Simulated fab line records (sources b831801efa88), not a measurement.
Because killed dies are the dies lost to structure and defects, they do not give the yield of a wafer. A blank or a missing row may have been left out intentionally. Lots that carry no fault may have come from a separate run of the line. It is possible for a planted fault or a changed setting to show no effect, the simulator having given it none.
The same fault as seen by 2 desks | flow gf180mcu | every desk sees just its own numbers, and what lay behind them comes last

## METROLOGY DESK
Lot by lot, what the gauges showed, no matter which tool ran the lot: averages of those sampled wafers that carry a number. Marked OUT: a lot whose mean sits more than 4 standard deviations from the usual mean, which makes it out of limits; the brackets give that distance.
Columns: A = STI_CVD_03_THK at GF_STI_THK_MEAS_04, usual 206.9 nm; B = POLY_GATE_OVL at GF_POLY_GATE_OVL_MEAS_11, usual 0 nm
lot  | first seen here | A     | B
L117 | day 1 13:34     | 204.1 | 2
L118 | day 1 19:52     | 205.0 | 1
L119 | day 2 00:33     | 204.7 | 7
L120 | day 2 04:35     | 204.1 | -1
L121 | day 2 09:34     | 205.8 | -5
L130 | day 4 06:38     | 208.4 | -2
L131 | day 4 11:34     | 208.6 | -0
L132 | day 4 17:29     | 206.0 | -3
L133 | day 4 21:34     | 208.9 | -1
L134 | day 5 02:37     | 208.5 | 2
L136 | day 5 12:34     | 211.4 | -0
L139 | day 6 03:34     | 204.2 | -3
Result from this desk: across the 12 lots, nothing is out of limits.

## TOOL OWNER'S DESK, rieDiel-04
The tool's own readings at GF_STI_ETCH_13 (etches the open film in CHF3/O2, stops on Si, target depth 282.31 nm, time 112.9 s): means of the sampled wafers that have a number, for each lot that ran on this tool. Marked OUT: a lot whose mean sits more than 4 standard deviations from the usual mean, which makes it out of limits; the brackets give that distance.
Columns: A = biasW at GF_STI_ETCH_13, usual 200.0 W; B = chamberPressureMTorr at GF_STI_ETCH_13, usual 40.00 mTorr; C = drypumpMotorCurrentA at GF_STI_ETCH_13, usual 5.6 A; D = oesProductAu at GF_STI_ETCH_13, usual 0.831 a.u.; E = throttleValvePct at GF_STI_ETCH_13, usual 8.810 %
lot  | first seen here | A     | B     | C   | D     | E
L121 | day 2 22:08     | 199.9 | 39.98 | 5.7 | 0.832 | 8.806
L130 | day 4 20:08     | 199.9 | 40.00 | 6.0 | 0.849 | 8.831
L131 | day 5 02:11     | 199.9 | 39.98 | 5.7 | 0.845 | 8.820
Result from this desk: across the 3 lots, nothing is out of limits.

## BROUGHT TOGETHER
At the metrology desk, nothing out of limits was observed.
The tool owner's desk saw nothing out of limits.

## WHAT WAS PUT IN BY THE SIMULATOR
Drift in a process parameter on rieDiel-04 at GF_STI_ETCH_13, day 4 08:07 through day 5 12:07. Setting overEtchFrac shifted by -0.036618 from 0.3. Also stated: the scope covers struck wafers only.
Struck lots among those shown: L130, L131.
